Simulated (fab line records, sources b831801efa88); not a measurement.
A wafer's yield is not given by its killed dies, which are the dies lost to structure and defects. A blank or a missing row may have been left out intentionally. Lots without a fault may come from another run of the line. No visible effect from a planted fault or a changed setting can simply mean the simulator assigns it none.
fab line records | flow sky130
[record] lots = 5 wafers = 23
route steps=708 shown RES_PROTECT@210 POLY_GATE@213 LDD_N@239 LDD_P@264 LDD_HVN@276 LDD_HVP@286
startH: start of the lot's first displayed wafer, in hours after the record's first day | waitH: hours from the lot's prior step to this one | " repeats the value in the row above | L1.1+2: several wafers, shown together as one row | - either no value or no given start | * or withheld: withheld | < > ~ a bound
route shown NAME@n: NAME is a module with steps in the file, n the number in the route of the first one | usual: mean/standard deviation taken from wafers without a fault | same: alike in all rows | chamber/n: place in a boat | sites: readings site by site | _std_site: standard deviation of those values | _edge_site: the outer-site mean with the inner-site mean subtracted | radiusMm: how far each site lies from the wafer's centre | mask NAME#n: copy n | behind: the last tool/chamber to shape the wafer | hold: what put the lot on hold/how long, in hours/how the hold closed | device: names the non-switching transistor (n, p or np) | end of line: tests of these same wafers at the route's end | a step without rows: its recipe alone | killed: dies that structure and defects cost at the first sort, which is not the same as the wafer's yield | map: dies across one wafer; x = killed, . = not, _ = none there
set.NAME: the run value of the setting; set.NAME@STEP: its run value at that earlier step | model.NAME: the simulator's own value behind a step, which no gauge read
lots where settings were altered on purpose, with a table for each step and a row for each wafer
[[steps]]
[step SKY_RES_PROTECT_EXPOSE_04]
[recipe] maskId = RPM na = 0.6 sourceShape = conventional sigmaOuter = 0.6 polarization = unpolarized targetCdNm = 1270 doseMj = 131
// columns lot.wafer tool chamber startH waitH mask set.doseMj
L077.1+2+3+5+6 ilineStepper-02 0 - - RPM#0 131
L079.1+2+6 ilineStepper-02 0 - - RPM#0 136.8
L079.3+4 " 0 " " RPM#0 131
L080.1+2+4 ilineStepper-02 0 - - RPM#0 140.5
L080.5+6 " 0 " " RPM#0 131
L084.1+3+4 ilineStepper-02 0 - - RPM#0 136.9
L084.5+6 " 0 " " RPM#0 131
L085.3+4+5 ilineStepper-01 0 - - RPM#0 131
[step SKY_RES_PROTECT_PEB_05]
[recipe] tempC = withheld timeS = * resist = NOVOLAK
[step SKY_RES_PROTECT_DEVELOP_06]
[recipe] resist = NOVOLAK developer = TMAH developTimeS = 60 devTempC = 23
// columns lot.wafer tool chamber startH waitH set.tempC@RES_PROTECT_SOFTBAKE_03 model.NOVOLAK_of_RES_PROTECT_COAT_02.thkNm
L077.1 lithoTrack-03 0 365.34 0.1 90 1141
L077.2 " 0 " " 90 1144
L077.3 " 0 " " 90 1139
L077.5 " 0 " " 87.26 1150
L077.6 " 0 " " 87.26 1149
L079.1 lithoTrack-01 0 374.22 0.1 90 1142
L079.2 " 0 " " 87.84 1150
L079.3 " 0 " " 90 1139
L079.4+6 " 0 " " 87.84 1149
L080.1 lithoTrack-01 0 385.22 0.1 90 1140
L080.2+6 " 0 " " 90 1139
L080.4 " 0 " " 90 1138
L080.5 " 0 " " 90 1136
L084.1+4 lithoTrack-01 0 523.27 0.1 90 1138
L084.3 " 0 " " 88.1 1143
L084.5 " 0 " " 90 1135
L084.6 " 0 " " 88.1 1140
L085.3 lithoTrack-03 0 523.44 0.1 90 1140
L085.4 " 0 " " 90 1142
L085.5 " 0 " " 90 1141
[step SKY_POLY_GATE_IMPLANT_02]
[recipe] species = P energyKev = 30 doseCm2 = 7.7e+15 tiltDeg = 0
[step SKY_RES_PROTECT_STRIP_07]
[recipe] chemistry = O2/N2 powerW = 1400 pressureMtorr = 1500 platenTempC = withheld o2FlowSccm = 3000 n2FlowSccm = 300 overashFraction = 0.5
[usual] stripTimeToEndpointS = 23.29/0.036
// columns lot.wafer tool chamber startH waitH set.tempC@RES_PROTECT_SOFTBAKE_03 stripTimeToEndpointS
L077.1 plasmaAsher-02 1 365.64 0.1 90 23.28
L077.2 " 0 " " 90 23.32
L077.3 " 0 " " 90 23.28
L077.5 " 1 " " 87.26 23.37
L077.6 " 0 " " 87.26 23.40
L079.1 plasmaAsher-01 1 374.52 0.1 90 23.27
L079.2 " 0 " " 87.84 23.37
L079.3 " 0 " " 90 23.28
L079.4 " 1 " " 87.84 23.38
L079.6 " 0 " " 87.84 23.38
L080.1 plasmaAsher-04 0 385.52 0.1 90 23.26
L080.2 " 1 " " 90 23.29
L080.4 " 0 " " 90 23.27
L080.5 " 1 " " 90 23.24
L080.6 " 0 " " 90 23.27
L084.1 plasmaAsher-01 0 523.57 0.1 90 23.27
L084.3 " 0 " " 88.1 23.32
L084.4 " 1 " " 90 23.27
L084.5 " 1 " " 90 23.25
L084.6 " 0 " " 88.1 23.30
L085.3 plasmaAsher-04 1 523.72 0.1 90 23.29
L085.4 " 0 " " 90 23.29
L085.5 " 0 " " 90 23.28
[step SKY_POLY_GATE_EXPOSE_10]
[recipe] maskId = P1M na = 0.68 sourceShape = conventional sigmaOuter = 0.6 targetCdNm = 150 doseMj = 28
// columns lot.wafer tool chamber startH waitH mask set.doseMj
L079.1+4 krfScanner-02 0 - - P1M#0 28
L079.2+3+6 " 0 " " P1M#0 28.55
L077.1+2 krfScanner-01 0 - - P1M#0 25.95
L077.3+5+6 " 0 " " P1M#0 28
L080.1+2+6 krfScanner-02 0 - - P1M#0 28
L080.4+5 " 0 " " P1M#0 26.86
L084.1+5 krfScanner-02 0 - - P1M#0 28
L084.3+4+6 " 0 " " P1M#0 26.35
L085.3+4+5 krfScanner-02 0 - - P1M#0 28
[step SKY_POLY_GATE_PEB_11]
[recipe] pebTempC = withheld pebTimeS = withheld resist = KrF-thick
[step SKY_POLY_GATE_DEVELOP_12]
[recipe] developTimeS = 58.51 resist = KrF-thick devTempC = 21
// columns lot.wafer tool chamber startH waitH set.doseMj@POLY_GATE_EXPOSE_10 model.POLY_GATE.cdNm
L079.1 lithoTrack-04 0 - - 28 152.1
L079.2 " 0 " " 28.55 148.2
L079.3 " 0 " " 28.55 148.1
L079.4 " 0 " " 28 151.2
L079.6 " 0 " " 28.55 147.9
L077.1 lithoTrack-03 0 - - 25.95 160.8
L077.2 " 0 " " 25.95 161
L077.3 " 0 " " 28 146.8
L077.5 " 0 " " 28 148.6
L077.6 " 0 " " 28 148.3
L080.1 lithoTrack-01 0 - - 28 148
L080.2 " 0 " " 28 148.7
L080.4 " 0 " " 26.86 154.7
L080.5 " 0 " " 26.86 155.1
L080.6 " 0 " " 28 149.6
L084.1 lithoTrack-01 0 - - 28 148.7
L084.3 " 0 " " 26.35 160
L084.4 " 0 " " 26.35 161
L084.5 " 0 " " 28 150.7
L084.6 " 0 " " 26.35 160.1
L085.3 lithoTrack-01 0 - - 28 149.2
L085.4 " 0 " " 28 151.2
L085.5 " 0 " " 28 150.9
[step SKY_POLY_GATE_CD_MEAS_13]
[recipe] targetCdNm = 150
[usual] cdNm = 149.6/1.3
// columns lot.wafer tool chamber startH waitH set.doseMj@POLY_GATE_EXPOSE_10 cdNm
L079.1 cdSem-01 - 464.36 - 28 152.3
L079.2 " - " " 28.55 148.2
L079.3 " - " " 28.55 148.0
L079.4 " - " " 28 151.0
L079.6 " - " " 28.55 148.2
L077.1 cdSem-01 - 464.48 - 25.95 161.0
L077.2 " - " " 25.95 161.0
L077.3 " - " " 28 146.9
L077.5 " - " " 28 148.7
L077.6 " - " " 28 148.3
L080.1 cdSem-01 - 465.02 - 28 148.2
L080.2 " - " " 28 149.0
L080.4 " - " " 26.86 154.7
L080.5 " - " " 26.86 155.3
L080.6 " - " " 28 149.6
L084.1 cdSem-02 - 553.92 - 28 148.7
L084.3 " - " " 26.35 160.0
L084.4 " - " " 26.35 161.0
L084.5 " - " " 28 150.4
L084.6 " - " " 26.35 160.0
L085.3 cdSem-02 - 555.21 - 28 148.9
L085.4 " - " " 28 151.4
L085.5 " - " " 28 150.9
[step SKY_POLY_GATE_ETCH_15]
[recipe] chemistry = N2/H2 target = BARC ionEnergyEv = 200 sourceW = 500 biasW = 100 pressureMtorr = 30 n2FlowSccm = 100 h2FlowSccm = 200 stopOn = SiO2 timeS = 118.5 targetDepthA = 1100
// columns lot.wafer tool chamber startH waitH set.doseMj@POLY_GATE_EXPOSE_10 model.POLY_GATE.cdNm
L079.1 rieDiel-02 0 464.51 0.0 28 148.3
L079.2 " 1 " " 28.55 146.8
L079.3 " 3 " " 28.55 148.8
L079.4 " 2 " " 28 153
L079.6 " 2 " " 28.55 149
L077.1 rieDiel-04 0 464.63 0.0 25.95 161.3
L077.2 " 2 " " 25.95 160.8
L077.3 " 1 " " 28 147.5
L077.5 " 0 " " 28 148.8
L077.6 " 3 " " 28 148.5
L080.1 rieDiel-04 3 465.18 0.0 28 147.8
L080.2 " 1 " " 28 147.5
L080.4 " 2 " " 26.86 153.8
L080.5 " 2 " " 26.86 153.3
L080.6 " 3 " " 28 149
L084.1 rieDiel-03 0 554.08 0.0 28 150.1
L084.3 " 2 " " 26.35 158
L084.4 " 1 " " 26.35 159.8
L084.5 " 0 " " 28 153
L084.6 " 3 " " 26.35 157.9
L085.3 rieDiel-02 3 555.33 0.0 28 148.2
L085.4 " 0 " " 28 150
L085.5 " 3 " " 28 148.4
[step SKY_POLY_GATE_ETCH_16]
[recipe] stopOn = poly-Si chemistry = CH3F/O2 target = Si3N4 sourceW = 400 biasW = 80 pressureMtorr = 25 ch3fFlowSccm = 40 O2_flow_sccm = 30 timeS = 147.5 targetDepthA = 750
// columns lot.wafer tool chamber startH waitH set.biasW set.doseMj@POLY_GATE_EXPOSE_10 model.POLY_GATE.cdNm
L079.1 rieDiel-02 0 464.59 0.0 85.97 28 147.9
L079.2 " 1 " " 85.97 28.55 146.7
L079.3 " 3 " " 80 28.55 148.5
L079.4 " 2 " " 85.97 28 152.7
L079.6 " 2 " " 80 28.55 148.8
L077.1 rieDiel-04 0 464.71 0.0 70.74 25.95 161.7
L077.2 " 2 " " 80 25.95 160.8
L077.3 " 1 " " 70.74 28 148.2
L077.5 " 0 " " 80 28 149.1
L077.6 " 3 " " 70.74 28 149.2
L080.1 rieDiel-04 3 465.26 0.0 80 28 148.3
L080.2 " 1 " " 80 28 147.7
L080.4 " 2 " " 80 26.86 153.7
L080.5 " 2 " " 80 26.86 153.3
L080.6 " 3 " " 80 28 149.3
L084.1 rieDiel-03 0 554.16 0.0 83.91 28 150.1
L084.3 " 2 " " 83.91 26.35 157.7
L084.4 " 1 " " 80 26.35 160
L084.5 " 0 " " 80 28 153
L084.6 " 3 " " 83.91 26.35 157.8
L085.3 rieDiel-02 3 555.41 0.0 80 28 148.2
L085.4 " 0 " " 80 28 149.9
L085.5 " 3 " " 80 28 148.5
[step SKY_POLY_GATE_ETCH_17]
[recipe] targetDepthNm = 180 stopOn = SiO2 overEtchFrac = 0.56667 chemistry = HBr/Cl2 target = poly-Si icpW = 400 biasW = 100 pressureMtorr = 10 HBr_flow_sccm = 150 Cl2_flow_sccm = 50 timeS = 70.5
// columns lot.wafer tool chamber startH waitH set.doseMj@POLY_GATE_EXPOSE_10 model.POLY_GATE.cdNm
L079.1 rieSi-01 2 464.69 0.0 28 147.2
L079.2 " 0 " " 28.55 146.2
L079.3 " 3 " " 28.55 149.8
L079.4 " 1 " " 28 152.7
L079.6 " 0 " " 28.55 148.7
L077.1 rieSi-02 2 464.81 0.0 25.95 160.7
L077.2 " 0 " " 25.95 161.7
L077.3 " 1 " " 28 149.4
L077.5 " 3 " " 28 149
L077.6 " 0 " " 28 149.8
L080.1 rieSi-01 3 465.36 0.0 28 148
L080.2 " 1 " " 28 147.2
L080.4 " 2 " " 26.86 153
L080.5 " 3 " " 26.86 153.6
L080.6 " 0 " " 28 149.4
L084.1 rieSi-01 0 554.26 0.0 28 150.5
L084.3 " 3 " " 26.35 159
L084.4 " 1 " " 26.35 159.4
L084.5 " 3 " " 28 154.1
L084.6 " 2 " " 26.35 156.4
L085.3 rieSi-02 2 555.51 0.0 28 145.6
L085.4 " 0 " " 28 149.2
L085.5 " 0 " " 28 148.3
[step SKY_POLY_GATE_STRIP_18]
[recipe] chemistry = O2/N2 powerW = 1400 pressureMtorr = 1500 platenTempC = withheld o2FlowSccm = 3000 n2FlowSccm = 300 overashFraction = 0.5
[step SKY_POLY_GATE_CLEAN_19]
[recipe] chemistry = SC1/SC2 mix = 1:4:20 tempC = 70 timeS = 150 dry = n2Spin
[step SKY_POLY_GATE_OXIDATION_20]
[recipe] tempC = 850 ambient = O2 stabiliseS = 600 purgeS = 300 targetThkA = 40 oxTimeS = 899
[step SKY_POLY_GATE_CD_MEAS_22]
[usual] cdNm = 149.0/2.1
// columns lot.wafer tool chamber startH waitH set.doseMj@POLY_GATE_EXPOSE_10 cdNm
L079.1 cdSem-01 - 468.24 0.3 28 147.4
L079.2 " - " " 28.55 146.1
L079.3 " - " " 28.55 149.7
L079.4 " - " " 28 152.5
L079.6 " - " " 28.55 148.6
L077.1 cdSem-02 - 468.41 0.4 25.95 160.3
L077.2 " - " " 25.95 161.6
L077.3 " - " " 28 149.4
L077.5 " - " " 28 149.1
L077.6 " - " " 28 149.8
L080.1 cdSem-01 - 468.75 0.7 28 147.7
L080.2 " - " " 28 147.0
L080.4 " - " " 26.86 153.4
L080.5 " - " " 26.86 153.6
L080.6 " - " " 28 149.7
L084.1 cdSem-02 - 555.78 0.1 28 150.8
L084.3 " - " " 26.35 159.1
L084.4 " - " " 26.35 159.5
L084.5 " - " " 28 154.0
L084.6 " - " " 26.35 156.6
L085.3 cdSem-02 - 557.09 0.1 28 145.6
L085.4 " - " " 28 149.3
L085.5 " - " " 28 148.0
[step SKY_LDD_N_COAT_02]
[recipe] resist = NOVOLAK spinRpm = 3000 resistThkNm = 300
// columns lot.wafer tool chamber startH waitH set.spinRpm model.NOVOLAK_of_LDD_N_COAT_02.thkNm
L079.1 lithoTrack-04 0 482.61 0.1 3000 299.8
L079.2 " 0 " " 3000 299.3
L079.3 " 0 " " 3000 300.6
L079.4 " 0 " " 3000 300.2
L079.6 " 0 " " 3000 300.5
L077.1 lithoTrack-02 0 483.08 0.1 3000 301.5
L077.2 " 0 " " 3000 301.6
L077.3 " 0 " " 3000 302.1
L077.5 " 0 " " 3000 300.9
L077.6 " 0 " " 3000 301.1
L080.1 lithoTrack-02 0 483.68 0.1 2884 307
L080.2 " 0 " " 2884 306.8
L080.4 " 0 " " 3000 299.4
L080.5 " 0 " " 2884 305.1
L080.6 " 0 " " 3000 300.1
L084.1 lithoTrack-01 0 569.72 0.1 3184 292.1
L084.3 " 0 " " 3184 293
L084.4 " 0 " " 3000 301.1
L084.5 " 0 " " 3184 291.5
L084.6 " 0 " " 3000 301.2
L085.3+5 lithoTrack-04 0 571.16 0.1 3000 300.3
L085.4 " 0 " " 3000 299.7
[step SKY_LDD_N_IMPLANT_15]
[recipe] species = BF2 energyKev = 50 doseCm2 = 5e+12 tiltDeg = 30 rotationDeg = 270
// columns lot.wafer tool chamber startH waitH set.energyKev model.implant.rpNm model.implant.drpNm
L079.1+2+3+4+6 implanter-04 0 499.84 0.1 50 33.1 18.83
L077.1+5 implanter-02 0 500.37 0.1 50 31.9 18.83
L077.2+3+6 " 0 " " 47.11 30.08 18.04
L080.1+5 implanter-04 0 506.35 4.2 50 31.38 18.83
L080.2+4+6 " 0 " " 47.87 30.06 18.25
L084.1+3 implanter-01 0 586.21 0.1 50 32.67 18.83
L084.4+5+6 " 0 " " 47.65 31.15 18.19
L085.3+4+5 implanter-04 0 587.66 0.1 50 31.6 18.83
[step SKY_LDD_N_STRIP_16]
[recipe] chemistry = O2/N2 powerW = 1400 pressureMtorr = 1500 platenTempC = withheld o2FlowSccm = 3000 n2FlowSccm = 300 overashFraction = 0.5
[usual] stripTimeToEndpointS = 4.322/0.017
// columns lot.wafer tool chamber startH waitH set.spinRpm@LDD_N_COAT_02 stripTimeToEndpointS
L079.1 plasmaAsher-01 1 499.99 0.1 3000 4.313
L079.2 " 0 " " 3000 4.300
L079.3 " 1 " " 3000 4.331
L079.4 " 0 " " 3000 4.317
L079.6 " 1 " " 3000 4.323
L077.1 plasmaAsher-03 0 500.52 0.1 3000 4.331
L077.2 " 1 " " 3000 4.327
L077.3 " 0 " " 3000 4.351
L077.5 " 1 " " 3000 4.328
L077.6 " 0 " " 3000 4.327
L080.1 plasmaAsher-03 1 506.50 0.1 2884 4.400
L080.2 " 0 " " 2884 4.392
L080.4 " 0 " " 3000 4.298
L080.5 " 1 " " 2884 4.353
L080.6 " 0 " " 3000 4.312
L084.1 plasmaAsher-01 0 586.36 0.1 3184 4.222
L084.3 " 1 " " 3184 4.231
L084.4 " 0 " " 3000 4.329
L084.5 " 0 " " 3184 4.201
L084.6 " 1 " " 3000 4.360
L085.3 plasmaAsher-03 0 587.79 0.1 3000 4.317
L085.4 " 1 " " 3000 4.311
L085.5 " 0 " " 3000 4.321
[step SKY_LDD_P_IMPLANT_09]
[recipe] species = BF2 energyKev = 25 doseCm2 = 1e+13 tiltDeg = withheld
// columns lot.wafer tool chamber startH waitH set.energyKev model.implant.rpNm model.implant.drpNm
L079.1+3+4 implanter-02 0 528.74 0.0 26.42 22.1 11.86
L079.2+6 " 0 " " 25 21.14 11.41
L077.1+5+6 implanter-03 0 528.83 0.0 25 20.64 11.41
L077.2+3 " 0 " " 24.45 20.27 11.23
L080.1+4+5 implanter-03 0 535.98 0.0 26.4 21.85 11.86
L080.2+6 " 0 " " 25 20.92 11.41
L084.1+3+4 implanter-03 0 613.63 0.0 25 20.86 11.41
L084.5+6 " 0 " " 26.28 21.71 11.82
L085.3+4+5 implanter-01 0 616.30 0.1 25 21.1 11.41
[step SKY_LDD_P_STRIP_10]
[recipe] chemistry = O2/N2 powerW = 1400 pressureMtorr = 1500 platenTempC = withheld o2FlowSccm = 3000 n2FlowSccm = 300 overashFraction = 0.5
[step SKY_LDD_P_TW_MEAS_11]
[usual] LDD_P_TW = 631/3.1
// columns lot.wafer tool chamber startH waitH set.energyKev@LDD_P_IMPLANT_09 LDD_P_TW
L079.1 filmMetro-04 - 528.99 0.1 26.42 634
L079.2 " - " " 25 629
L079.3 " - " " 26.42 639
L079.4 " - " " 26.42 640
L079.6 " - " " 25 626
L077.1 filmMetro-03 - 529.08 0.1 25 635
L077.2 " - " " 24.45 635
L077.3 " - " " 24.45 630
L077.5 " - " " 25 637
L077.6 " - " " 25 640
L080.1 filmMetro-04 - 536.23 0.1 26.4 644
L080.2 " - " " 25 627
L080.4 " - " " 26.4 639
L080.5 " - " " 26.4 639
L080.6 " - " " 25 630
L084.1 filmMetro-04 - 613.88 0.1 25 632
L084.3 " - " " 25 628
L084.4 " - " " 25 628
L084.5 " - " " 26.28 642
L084.6 " - " " 26.28 638
L085.3 filmMetro-04 - 616.52 0.1 25 634
L085.4 " - " " 25 637
L085.5 " - " " 25 632
[step SKY_LDD_HVN_STRIP_09]
[recipe] chemistry = O2/N2 powerW = 1400 pressureMtorr = 1500 platenTempC = withheld o2FlowSccm = 3000 n2FlowSccm = 300 overashFraction = 0.5
[usual] stripTimeToEndpointS = 4.133/0.022
// columns lot.wafer tool chamber startH waitH set.powerW stripTimeToEndpointS
L079.1 plasmaAsher-02 1 558.26 0.1 1400 4.120
L079.2 " 0 " " 1400 4.139
L079.3 " 0 " " 1400 4.114
L079.4 " 1 " " 1400 4.168
L079.6 " 0 " " 1400 4.133
L077.1 plasmaAsher-02 1 558.61 0.2 1559 3.791
L077.2 " 0 " " 1400 4.139
L077.3 " 0 " " 1559 3.812
L077.5 " 0 " " 1400 4.150
L077.6 " 1 " " 1559 3.784
L080.1 plasmaAsher-02 1 566.11 0.1 1400 4.157
L080.2 " 0 " " 1400 4.158
L080.4 " 1 " " 1400 4.177
L080.5 " 1 " " 1400 4.159
L080.6 " 0 " " 1400 4.175
L084.1 plasmaAsher-02 0 642.46 0.1 1344 4.282
L084.3 " 1 " " 1400 4.128
L084.4 " 0 " " 1400 4.142
L084.5 " 0 " " 1344 4.295
L084.6 " 1 " " 1400 4.141
L085.3 plasmaAsher-02 1 644.26 0.1 1400 4.108
L085.4 " 0 " " 1400 4.108
L085.5 " 1 " " 1400 4.132
[step SKY_LDD_HVP_IMPLANT_08]
[recipe] species = B energyKev = 20 doseCm2 = 1.7e+13 tiltDeg = 17.9
// columns lot.wafer tool chamber startH waitH set.energyKev model.implant.rpNm model.implant.drpNm
L079.1+2+3 implanter-03 0 587.31 0.1 21.06 65.98 29.75
L079.4+6 " 0 " " 20 62.69 28.53
L077.1+2+6 implanter-03 0 587.81 0.0 19.11 59.62 27.63
L077.3+5 " 0 " " 20 62.37 28.53
L080.1+2+5 implanter-04 0 595.01 0.0 20 62.5 28.53
L080.4+6 " 0 " " 19.64 61.39 28.17
L084.1+3+5 implanter-04 0 670.26 0.0 20 64.49 28.53
L084.4+6 " 0 " " 19.5 62.9 28.03
L085.3+4+5 implanter-03 0 671.72 0.1 20 63.69 28.53
[[key]]
[split] step = SKY_RES_PROTECT_EXPOSE_04 setting = doseMj stated = 131 by = wafer
response none clear
[split] step = SKY_POLY_GATE_EXPOSE_10 setting = doseMj stated = 28 by = wafer
[response] step = SKY_POLY_GATE_DEVELOP_12 reading = model.POLY_GATE.cdNm change = -1.75 per = 1% r = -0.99
[response] step = SKY_POLY_GATE_CD_MEAS_13 reading = cdNm change = -1.75 per = 1% r = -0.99
[response] step = SKY_POLY_GATE_ETCH_15 reading = model.POLY_GATE.cdNm change = -1.49 per = 1% r = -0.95
[response] step = SKY_POLY_GATE_ETCH_16 reading = model.POLY_GATE.cdNm change = -1.44 per = 1% r = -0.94
[response] step = SKY_POLY_GATE_ETCH_17 reading = model.POLY_GATE.cdNm change = -1.34 per = 1% r = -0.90
[response] step = SKY_POLY_GATE_CD_MEAS_22 reading = cdNm change = -1.33 per = 1% r = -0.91
[split] step = SKY_POLY_GATE_ETCH_16 setting = biasW stated = 80 by = wafer
response none clear
[split] step = SKY_LDD_N_COAT_02 setting = spinRpm stated = 3000 by = wafer
[response] step = SKY_LDD_N_COAT_02 reading = model.NOVOLAK_of_LDD_N_COAT_02.thkNm change = -1.53 per = 1% r = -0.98
[response] step = SKY_LDD_N_STRIP_16 reading = stripTimeToEndpointS change = * per = 1% r = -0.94
[split] step = SKY_LDD_N_IMPLANT_15 setting = energyKev stated = 50 by = wafer
[response] step = SKY_LDD_N_IMPLANT_15 reading = model.implant.rpNm change = +0.316 per = 1% r = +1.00
[response] step = SKY_LDD_N_IMPLANT_15 reading = model.implant.drpNm change = +0.138 per = 1% r = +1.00
[split] step = SKY_LDD_P_IMPLANT_09 setting = energyKev stated = 25 by = wafer
[response] step = SKY_LDD_P_IMPLANT_09 reading = model.implant.rpNm change = +0.167 per = 1% r = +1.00
[response] step = SKY_LDD_P_IMPLANT_09 reading = model.implant.drpNm change = +0.0798 per = 1% r = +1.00
[response] step = SKY_LDD_P_TW_MEAS_11 reading = LDD_P_TW change = +2.03 per = 1% r = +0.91
[split] step = SKY_LDD_HVN_STRIP_09 setting = powerW stated = 1400 by = wafer
[response] step = SKY_LDD_HVN_STRIP_09 reading = stripTimeToEndpointS change = * per = 1% r = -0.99
[split] step = SKY_LDD_HVP_IMPLANT_08 setting = energyKev stated = 20 by = wafer
[response] step = SKY_LDD_HVP_IMPLANT_08 reading = model.implant.rpNm change = +0.62 per = 1% r = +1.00
[response] step = SKY_LDD_HVP_IMPLANT_08 reading = model.implant.drpNm change = +0.215 per = 1% r = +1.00
split outsideThisFile step=SKY_RES_PROTECT_SOFTBAKE_03 setting=tempC
// split outsideThisFile: this setting was split too, and the file shows its column; the key of that split is in another file
